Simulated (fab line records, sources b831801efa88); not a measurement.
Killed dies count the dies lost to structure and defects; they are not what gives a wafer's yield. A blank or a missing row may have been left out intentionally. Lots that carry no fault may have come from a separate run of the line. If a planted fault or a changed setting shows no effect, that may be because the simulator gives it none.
A struck lot beside a sound one -- flow sky130 -- 32 out of 708 route steps
Sound: these wafers, L661.2, L661.4, L661.6. Wafers L655.3, L655.4, L655.5 were the ones struck. Last of all comes the cause.
Each step with rows lists, per side, the tool, then ch with its chambers, then its first start. Under that, the readings that differ: sound wafers -- struck wafers -- difference of the means -- sigmas: that difference in standard deviations of wafers without a fault.
alike: same words and numbers on both sides, and readings whose means sit less than 2 such deviations apart. not compared: any withheld reading, any reading some wafer has no value for, any bound like >300 that may hide the same value, and any number with overlapping values for which the record gives no deviation.
The two part at a step that has a row with sigmas, a row that says differs or no value, or rows on one side only. When numbers do not overlap yet have no deviation, they are printed without sigmas and do not part them. A reading missing from all wafers of one side parts the sides only when that side holds two or more wafers.

first, 5 steps without rows for these wafers: SKY_VIA1_STRIP_17 (strips in post etch residue remover, time 1200 s); SKY_VIA1_CLEAN_18 (cleans in IPA, time 180 s); SKY_VIA1_CLEAN_19 (cleans in O3/DIW); SKY_VIA1_SPUTTER_20 (material TiN, target thk 20 nm, time 80 s); SKY_VIA1_CVD_21 (deposits W, target thk 270 nm, time 80.902 s).
SKY_VIA1_RS_MEAS_22: uses a four-point probe to measure.
  sound on film metro-01, day 40 09:26; struck on film metro-02, day 39 02:25
  alike: VIA1_W_RS
SKY_VIA1_THK_MEAS_23: measures by xrf.
  sound on film metro-01, day 40 09:33; struck on film metro-02, day 39 02:31
  alike: VIA1_W_THK
SKY_VIA1_CMP_24: polishes, stops on SiO2, t overpolish 15 s, target thk 0 nm.
  sound on cmp-02 ch 0,1,3, day 40 09:39; struck on cmp-02 ch 1,2, day 39 02:35
  alike: motor current A, overpolish run s, time to endpoint s
SKY_METAL2_SPUTTER_00: material Ti, target thk 15 nm, time 10 s.
  sound on pvd sputter-04, day 40 09:54; struck on pvd sputter-02, day 39 02:53
  alike: chamber pressure pa, throttle valve pct
SKY_METAL2_SPUTTER_01: material TiN, target thk 20 nm, time 16.7 s.
  sound on pvd sputter-04, day 40 09:55; struck on pvd sputter-02, day 39 02:54
  alike: chamber pressure pa, throttle valve pct
then, 1 step without rows for these wafers: SKY_METAL2_SPUTTER_02 (material AlCu, target thk 250 nm, time 13.3 s).
SKY_METAL2_SPUTTER_03: material Ti, target thk 5 nm, time 3.3 s.
  sound on pvd sputter-04, day 40 09:58; struck on pvd sputter-02, day 39 02:57
  alike: chamber pressure pa, throttle valve pct
SKY_METAL2_SPUTTER_04: material TiN, target thk 70 nm, time 58.3 s.
  sound on pvd sputter-04, day 40 09:59; struck on pvd sputter-02, day 39 02:58
reading,sound,struck,difference,sigmas
chamber pressure pa (Pa),0.4010 0.4000 0.4000,0.2913 0.2913 0.2900,-0.1095,-99 or more
throttle valve pct (%),31.1 29.2 29.3,37.1 33.1 34.0,+4.9,+4
model.TiN_of_METAL2_SPUTTER_04.thk nm (nm),70.18 70.1 70.26,73.36 73.41 73.28,+3.17,
SKY_METAL2_RS_MEAS_05: uses a four-point probe to measure.
  sound on film metro-01, day 40 10:04; struck on film metro-04, day 39 03:04
  alike: METAL2_ALCU_RS
SKY_METAL2_THK_MEAS_06: measures by xrf.
  sound on film metro-01, day 40 10:10; struck on film metro-04, day 39 03:10
reading,sound,struck,difference,sigmas
METAL2_ALCU_THK (nm),248 246 248,238 240 243,-7,-2
then, 8 steps without rows for these wafers: SKY_METAL2_DEHYDRATE_07 (time 60 s); SKY_METAL2_HMDS_08 (prime time 60 s); SKY_METAL2_COAT_09 (resist thk 60 nm); SKY_METAL2_COAT_10 (resist thk 450 nm); SKY_METAL2_SOFTBAKE_11 (time 90 s); SKY_METAL2_EXPOSE_12 (exposes mask MM2, target cd 140 nm); SKY_METAL2_PEB_13; SKY_METAL2_DEVELOP_14 (develop time 60 s).
SKY_METAL2_CD_MEAS_15 targets a cd of 140 nm.
  sound on cd sem-02, day 41 10:41; struck on cd sem-02, day 40 03:49
  alike: cd nm
SKY_METAL2_OVL_MEAS_16:
  sound on overlay-01, day 41 10:47; struck on overlay-02, day 40 03:55
reading,sound,struck,difference,sigmas
METAL2_OVL (nm),-11 -14 -19,0 2 4,+17,+3
then, 1 step without rows for these wafers: SKY_METAL2_DESCUM_17 (chemistry O2, time 8 s).
SKY_METAL2_ETCH_18: etches BARC in N2/H2, stops on SiO2, time 45.9 s, target depth 60 nm.
  sound on rie metal-01 ch 0,1, day 41 10:51; struck on rie metal-02 ch 0,1, day 40 03:59
reading,sound,struck,difference,sigmas
drypump motor current A (A),6.1 6.1 6.0,5.2 4.8 4.8,-1.1,-2
  alike: oes product au, rf fwd power W, throttle valve pct
  not compared: rf hours counter h
then, 2 steps without rows for these wafers: SKY_METAL2_METAL_ETCH_19 (etches the open film in Cl2/BCl3, stops on SiO2, target depth 360 nm, time 78 s); SKY_METAL2_STRIP_20 (strips in O2/N2).
SKY_METAL2_STRIP_21: strips in post etch residue remover, time 1200 s.
  sound on wet bench-02 ch 0, day 41 11:07; struck on wet bench-01 ch 3, day 40 04:13
reading,sound,struck,difference,sigmas
model.TiN_of_METAL2_SPUTTER_04.thk nm (nm),69.76 69.68 69.84,72.94 72.99 72.86,+3.17,
then, 2 steps without rows for these wafers: SKY_METAL2_CLEAN_22 (cleans in IPA, time 180 s); SKY_PAD_OPEN_PROBE_99.

== WHERE THEY PART ==
Last at SKY_METAL2_ETCH_18 as far as this record goes, first at SKY_METAL2_SPUTTER_04.

WHY: what the simulator had put in
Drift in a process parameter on pvd sputter-02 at SKY_METAL2_SPUTTER_04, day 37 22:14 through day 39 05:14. A move of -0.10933 in setting chamber pressure pa, from 0.4. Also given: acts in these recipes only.
